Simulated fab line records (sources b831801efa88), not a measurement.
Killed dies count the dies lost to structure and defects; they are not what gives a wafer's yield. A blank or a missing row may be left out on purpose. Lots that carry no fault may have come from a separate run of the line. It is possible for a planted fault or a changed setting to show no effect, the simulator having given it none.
fab line records	flow gf180mcu
record lots=11	wafers=32	last-day=34
route steps=602 shown M2@378 V2@384
lots with no fault: from the same line, run without faults
start-h: start of the lot's first displayed wafer, in hours after the record's first day	wait-h: hours since the lot's step before	" identical to the entry in the row above	L1.1+2: a row that stands for several wafers	- no value, or no start was given	* or withheld: withheld	< > ~ a bound
route shown NAME@n: names a module that has steps shown in the file, with the first one's number in the route	usual: mean/standard deviation taken from wafers without a fault	same: alike in all rows	chamber/n: place in a boat	sites: per-site readings	_std_site: standard deviation across them	_edge_site: the outer-site mean with the inner-site mean subtracted	radius-mm: for every site, how far away it sits from the centre of the wafer	mask NAME#n: copy n	behind: tool/chamber where the wafer was last shaped	hold: cause of the lot's hold/its duration in hours/its outcome	device: the n, p or np transistor that did not switch	end of line: tests run on the same wafers once the route is complete	step lacking rows: just its recipe	killed: at the first sort, the dies lost to defects and structure; wafer yield is something else	map: dies across one wafer; x = killed, . = not, _ = none there
set.NAME: the setting that was run; set.NAME@STEP: the one run at that earlier step	model.NAME: the simulator's own value behind a step, which no gauge read
steps of the route over a sample of lots; a table a step, a row a wafer
services: from which hour (start-h, from the record's first day; less than 0 if before it) a tool's chamber was out of use, for how many hours, and why
## steps
# step GF_M2_METAL_ETCH_16
# recipe chemistry=Cl2/BCl3	mask-material=KrF	target-depth-nm=750.8	stop-on=SiO2	pressure-mtorr=8	icp-w=800	bias-w=140	Cl2_flow_sccm=80	bcl3-flow-sccm=40	time-s=125.1
# usual bcl3-flow-sccm=40.01/0.13	bias-w=140.0/0.45	drypump-motor-current-A=5.7/0.34	oes-product-au=0.986/0.0064	throttle-valve-pct=28.234/0.011
lot.wafer	tool	chamber	start-h	wait-h	bcl3-flow-sccm	bias-w	drypump-motor-current-A	oes-product-au	rf-hours-counter-h	throttle-valve-pct
L110.1	rie-metal-01	1	442.24	0.0	39.99	139.7	5.3	0.990	12	28.244
L110.3	"	1	"	"	40.08	139.6	5.3	0.983	-	28.246
L110.6	"	0	"	"	39.96	140.0	5.9	0.990	-	28.230
L115.3	rie-metal-01	0	490.15	0.1	40.02	139.5	5.9	0.975	-	28.233
L115.4	"	1	"	"	40.08	140.1	5.3	0.982	-	28.231
L115.5	"	0	"	"	40.08	139.8	5.9	0.979	-	28.246
L116.2	rie-metal-01	1	495.08	0.0	40.14	139.7	5.3	0.971	1	28.243
L116.3	"	1	"	"	40.08	139.7	5.3	0.982	-	28.227
L116.6	"	1	"	"	40.16	140.1	5.3	0.975	-	28.244
L118.1	rie-metal-01	0	508.48	0.0	39.94	139.8	5.8	0.992	11	28.241
L118.4	"	0	"	"	39.83	139.5	5.8	0.988	-	28.246
L118.6	"	1	"	"	39.81	139.4	5.3	0.989	-	28.239
L120.2	rie-metal-03	1	538.53	0.0	39.95	140.7	6.1	0.987	9	28.230
L120.3	"	1	"	"	40.25	139.5	6.0	0.987	-	28.236
L120.4	"	0	"	"	40.00	139.6	6.1	0.991	-	28.234
L121.3	rie-metal-04	1	543.60	0.1	39.91	139.3	5.3	0.991	-	28.220
L121.4	"	0	"	"	40.21	140.4	5.4	0.982	-	28.239
L129.4	rie-metal-04	0	604.46	0.1	40.09	139.8	5.4	0.992	-	28.243
L129.5	"	0	"	"	39.96	139.7	5.4	0.984	-	28.233
L129.6	"	0	"	"	40.10	139.7	5.4	0.993	-	28.237
L130.1	rie-metal-01	1	612.44	0.0	39.88	139.3	5.3	0.979	4	28.251
L130.5	"	0	"	"	39.53	140.6	5.8	0.993	-	28.230
L130.6	"	1	"	"	40.08	140.2	5.3	0.997	-	28.215
L131.1	rie-metal-01	1	616.78	0.0	40.06	140.0	5.3	0.984	4	28.215
L131.2	"	0	"	"	40.05	140.0	5.9	0.995	2	28.231
L131.3	"	0	"	"	40.19	140.3	5.9	1.000	-	28.217
L132.1	rie-metal-01	1	622.60	0.0	40.11	138.7	5.3	0.978	5	28.243
L132.3	"	0	"	"	39.94	141.1	5.9	0.990	-	28.217
L132.6	"	0	"	"	40.00	140.4	5.8	0.989	-	28.223
L133.1	rie-metal-01	0	634.88	0.0	40.18	139.9	5.9	0.987	2	28.222
L133.2	"	1	"	"	40.11	140.2	5.3	0.984	5	28.238
L133.3	"	1	"	"	40.04	140.2	5.3	0.991	-	28.228
# step GF_V2_CVD_02
# recipe material=SiO2	target-thk-nm=850	precursor=TEOS	temp-c=400	time-s=94.851	rf-w=600
# usual heater-power-outer-w=342/61	heater-power-w=606/110
lot.wafer	tool	chamber	start-h	wait-h	heater-power-outer-w	heater-power-w
L110.1	pecvd-04	2	443.04	0.1	400	723
L110.3	"	0	"	"	455	797
L110.6	"	1	"	"	224	397
L115.3	pecvd-04	1	490.91	0.0	300	512
L115.4	"	0	"	"	334	641
L115.5	"	1	"	"	226	404
L116.2	pecvd-03	0	495.88	0.0	284	509
L116.3	"	2	"	"	320	505
L116.6	"	1	"	"	336	577
L118.1	pecvd-02	0	509.27	0.1	458	775
L118.4	"	0	"	"	345	614
L118.6	"	2	"	"	311	567
L120.2	pecvd-02	0	539.35	0.0	410	703
L120.3	"	2	"	"	322	582
L120.4	"	0	"	"	436	736
L121.3	pecvd-02	1	544.37	0.0	419	750
L121.4	"	1	"	"	307	581
L129.4	pecvd-04	0	605.29	0.1	413	758
L129.5	"	2	"	"	308	608
L129.6	"	1	"	"	306	521
L130.1	pecvd-04	1	613.57	0.1	311	514
L130.5	"	1	"	"	219	411
L130.6	"	2	"	"	413	719
L131.1	pecvd-02	0	617.92	0.1	454	805
L131.2	"	1	"	"	404	745
L131.3	"	2	"	"	292	548
L132.1	pecvd-03	0	623.47	0.1	296	520
L132.3	"	1	"	"	327	569
L132.6	"	2	"	"	261	436
L133.1	pecvd-03	1	635.71	0.1	351	609
L133.2	"	0	"	"	324	559
L133.3	"	2	"	"	346	546
# step GF_V2_OVL_MEAS_15
# usual V2_OVL=-2/4.9
lot.wafer	tool	chamber	start-h	wait-h	V2_OVL[nm]
L110.1	overlay-02	-	468.28	0.1	-7
L110.3	"	-	"	"	-8
L110.6	"	-	"	"	-6
L115.3	overlay-02	-	515.23	0.1	0
L115.4	"	-	"	"	-3
L115.5	"	-	"	"	4
L116.2	overlay-02	-	520.11	0.1	-18
L116.3	"	-	"	"	-10
L116.6	"	-	"	"	-16
L118.1	overlay-02	-	533.28	0.1	5
L118.4	"	-	"	"	2
L118.6	"	-	"	"	-4
L120.2	overlay-01	-	563.58	0.1	7
L120.3	"	-	"	"	5
L120.4	"	-	"	"	-3
L121.3	overlay-02	-	566.58	0.1	-3
L121.4	"	-	"	"	-1
L129.4	overlay-01	-	626.57	0.1	-3
L129.5	"	-	"	"	-4
L129.6	"	-	"	"	1
L130.1	overlay-01	-	634.65	0.1	-5
L130.5	"	-	"	"	2
L130.6	"	-	"	"	-7
L131.1	overlay-02	-	638.67	0.1	-6
L131.2	"	-	"	"	2
L131.3	"	-	"	"	1
L132.1	overlay-01	-	643.82	0.1	-2
L132.3	"	-	"	"	-3
L132.6	"	-	"	"	0
L133.1	overlay-01	-	656.90	0.1	-4
L133.2	"	-	"	"	-9
L133.3	"	-	"	"	-8
# step GF_V2_CVD_23
# recipe material=W	target-thk-nm=350	time-s=104.94	temp-c=400	pressure-torr=40
# usual heater-power-outer-w=511/46	heater-power-w=837/100
lot.wafer	tool	chamber	start-h	wait-h	heater-power-outer-w	heater-power-w
L110.1	cvd-w-02	1	469.08	0.0	561	951
L110.3	"	1	"	"	555	947
L110.6	"	1	"	"	575	956
L115.3	cvd-w-02	0	516.06	0.1	436	687
L115.4	"	1	"	"	543	977
L115.5	"	0	"	"	435	687
L116.2	cvd-w-01	0	520.91	0.0	525	801
L116.3	"	0	"	"	517	805
L116.6	"	0	"	"	531	822
L118.1	cvd-w-02	0	534.08	0.0	433	690
L118.4	"	0	"	"	446	668
L118.6	"	0	"	"	424	688
L120.2	cvd-w-02	0	564.38	0.0	436	686
L120.3	"	1	"	"	565	977
L120.4	"	0	"	"	436	691
L121.3	cvd-w-02	1	567.41	0.1	559	961
L121.4	"	0	"	"	432	692
L129.4	cvd-w-02	1	627.39	0.1	554	966
L129.5	"	1	"	"	558	947
L129.6	"	0	"	"	439	692
L130.1	cvd-w-01	0	635.48	0.0	520	802
L130.5	"	1	"	"	515	883
L130.6	"	0	"	"	520	824
L131.1	cvd-w-01	0	639.47	0.0	522	821
L131.2	"	1	"	"	519	849
L131.3	"	1	"	"	516	843
L132.1	cvd-w-01	0	644.65	0.0	513	794
L132.3	"	1	"	"	521	842
L132.6	"	0	"	"	523	818
L133.1	cvd-w-02	1	657.73	0.0	558	948
L133.2	"	0	"	"	443	684
L133.3	"	0	"	"	441	679
# step GF_V2_RS_MEAS_24
# recipe thk-meas-gauge=four-point-probe	reads=W_of_V2_CVD_23+TiN_of_V2_SPUTTER_22+Ti_of_V2_SPUTTER_21
# usual V2_W_RS=0.327/0.0049
lot.wafer	tool	chamber	start-h	wait-h	V2_W_RS[ohm/sq]
L110.1	film-metro-04	-	469.30	0.2	0.320
L110.3	"	-	"	"	0.322
L110.6	"	-	"	"	0.322
L115.3	film-metro-01	-	516.17	0.1	0.327
L115.4	"	-	"	"	0.326
L115.5	"	-	"	"	0.326
L116.2	film-metro-02	-	521.04	0.1	0.328
L116.3	"	-	"	"	0.323
L116.6	"	-	"	"	0.327
L118.1	film-metro-02	-	534.21	0.1	0.325
L118.4	"	-	"	"	0.326
L118.6	"	-	"	"	0.327
L120.2	film-metro-04	-	564.51	0.1	0.329
L120.3	"	-	"	"	0.346
L120.4	"	-	"	"	0.329
L121.3	film-metro-02	-	567.53	0.1	0.345
L121.4	"	-	"	"	0.326
L129.4	film-metro-01	-	627.52	0.1	0.326
L129.5	"	-	"	"	0.326
L129.6	"	-	"	"	0.325
L130.1	film-metro-04	-	635.59	0.1	0.325
L130.5	"	-	"	"	0.329
L130.6	"	-	"	"	0.323
L131.1	film-metro-01	-	639.58	0.1	0.325
L131.2	"	-	"	"	0.338
L131.3	"	-	"	"	0.338
L132.1	film-metro-04	-	644.76	0.1	0.327
L132.3	"	-	"	"	0.335
L132.6	"	-	"	"	0.326
L133.1	film-metro-04	-	657.84	0.1	0.323
L133.2	"	-	"	"	0.325
L133.3	"	-	"	"	0.328
# step GF_V2_THK_MEAS_25
# recipe thk-meas-gauge=xrf	reads=W_of_V2_CVD_23
# usual V2_W_THK=346/5.6
lot.wafer	tool	chamber	start-h	wait-h	V2_W_THK[nm]
L110.1	film-metro-04	-	469.42	0.1	354
L110.3	"	-	"	"	351
L110.6	"	-	"	"	353
L115.3	film-metro-01	-	516.27	0.1	342
L115.4	"	-	"	"	346
L115.5	"	-	"	"	345
L116.2	film-metro-02	-	521.15	0.1	344
L116.3	"	-	"	"	348
L116.6	"	-	"	"	346
L118.1	film-metro-02	-	534.33	0.1	347
L118.4	"	-	"	"	346
L118.6	"	-	"	"	349
L120.2	film-metro-04	-	564.62	0.1	341
L120.3	"	-	"	"	325
L120.4	"	-	"	"	340
L121.3	film-metro-02	-	567.63	0.1	325
L121.4	"	-	"	"	341
L129.4	film-metro-01	-	627.61	0.1	354
L129.5	"	-	"	"	351
L129.6	"	-	"	"	356
L130.1	film-metro-04	-	635.71	0.1	342
L130.5	"	-	"	"	338
L130.6	"	-	"	"	345
L131.1	film-metro-01	-	639.70	0.1	353
L131.2	"	-	"	"	339
L131.3	"	-	"	"	340
L132.1	film-metro-04	-	644.88	0.1	339
L132.3	"	-	"	"	334
L132.6	"	-	"	"	340
L133.1	film-metro-04	-	657.96	0.1	349
L133.2	"	-	"	"	345
L133.3	"	-	"	"	344
## services
tool	chamber	start-h	hours	kind
pecvd-02	-	433.11	2.8	pm
rie-metal-01	1	447.11	-	clean
rie-metal-01	1	447.11	13.7	scheduled-down
rie-metal-01	1	447.11	13.7	vent-cycle
pecvd-03	2	452.68	7.3	repair
pecvd-04	-	453.88	2.0	repair
cvd-w-02	0	456.35	33.8	repair
pecvd-02	2	519.29	5.7	repair
rie-metal-01	0	520.48	-	clean
pecvd-04	-	521.09	0.7	repair
rie-metal-03	-	524.24	2.8	pm
pecvd-03	1	534.16	5.3	repair
pecvd-02	-	541.99	1.1	repair
rie-metal-04	-	544.92	2.8	pm
rie-metal-01	0	554.40	10.3	repair
pecvd-03	0	571.72	2.5	repair
cvd-w-02	-	583.27	0.9	repair
pecvd-04	-	591.12	14.0	pm
rie-metal-01	1	605.71	5.0	repair
cvd-w-02	1	609.49	3.5	repair
rie-metal-03	-	632.69	0.2	repair
pecvd-02	-	634.86	1.7	repair
cvd-w-01	1	637.14	1.2	repair
pecvd-02	0	637.56	22.0	repair
## key
first-sign step=GF_V2_RS_MEAS_24	reading=V2_W_RS	direction=up	sigmas=3.8	usual=0.327	struck=0.345
effect step=GF_V2_THK_MEAS_25	reading=V2_W_THK	direction=down	sigmas=3.8	usual=346	struck=325
met-at GF_V2_CVD_23
struck-lots L120,L121
struck-wafers L120.3,L121.3
not-acting-at GF_M2_METAL_ETCH_16,GF_V2_CVD_02,GF_V2_OVL_MEAS_15
onset-between 534.08 564.38
fault kind=process-parameter-drift	tool=cvd-w-02	chamber=-	onset-h=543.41	steps=GF_V2_CVD_23	channel=target-thk-nm	offset=-17.965	shape=step	end-h=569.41	scope=struck-wafers-only	acts-in=these-recipes-only	stated=350
